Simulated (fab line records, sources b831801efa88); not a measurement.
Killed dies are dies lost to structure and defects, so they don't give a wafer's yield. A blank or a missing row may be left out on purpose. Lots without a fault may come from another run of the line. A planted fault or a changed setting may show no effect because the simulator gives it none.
Chamber matching | flow gf180mcu | GF_V5_CMP_04 on cmp-01: 4 sister chambers
The step polishes SiO2. 4 wafers are shown with their chamber, then 12 later ones without.

WAFERS WITH THEIR CHAMBER
wafer  | chamber | motor_current_A (A)
L089.1 | 2       | 11.8
L090.2 | 0       | 13.9
L090.3 | 3       | 11.3
L090.6 | 1       | 11.6

WAFERS WITHOUT THEIR CHAMBER
wafer  | motor_current_A (A)
L091.2 | 11.9
L091.3 | 13.2
L091.6 | 13.4
L092.1 | 12.7
L092.3 | 11.2
L092.4 | 12.6
L093.1 | 12.9
L093.3 | 13.6
L093.5 | 11.9
L096.2 | 14.1
L096.4 | 11.8
L096.6 | 12.3

WHICH CHAMBER EACH WENT THROUGH
wafer  | from the rows above               | in truth
L091.2 | can't be placed: 2 or 1 or 3      | 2
L091.3 | can't be placed: 0 or 2 or 1      | 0
L091.6 | 0                                 | 0
L092.1 | can't be placed: 2 or 1 or 0 or 3 | 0
L092.3 | can't be placed: 3 or 1 or 2      | 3
L092.4 | can't be placed: 2 or 1 or 3 or 0 | 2
L093.1 | can't be placed: 0 or 2 or 1 or 3 | 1
L093.3 | 0                                 | 0
L093.5 | can't be placed: 2 or 1 or 3      | 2
L096.2 | 0                                 | 0
L096.4 | can't be placed: 2 or 1 or 3      | 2
L096.6 | can't be placed: 2 or 1 or 3      | 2
Placed correctly: 3 of 12. Can't be placed from these rows: 9 (the true chamber is among the candidates in 9). Placed wrongly: 0.
How it was worked out, from the rows above alone: a wafer's distance from a chamber is the root of the sum, over the readings, of the square of ((its reading less the chamber's mean) divided by the reading's scatter). The wafer belongs to the nearest chamber; if the next one is less than 2 further off, it can't be placed. A chamber's mean is the mean of its shown wafers. The scatter: with one shown wafer a chamber, the root of the mean of the squares of how far each hidden wafer lies from its nearest shown one.
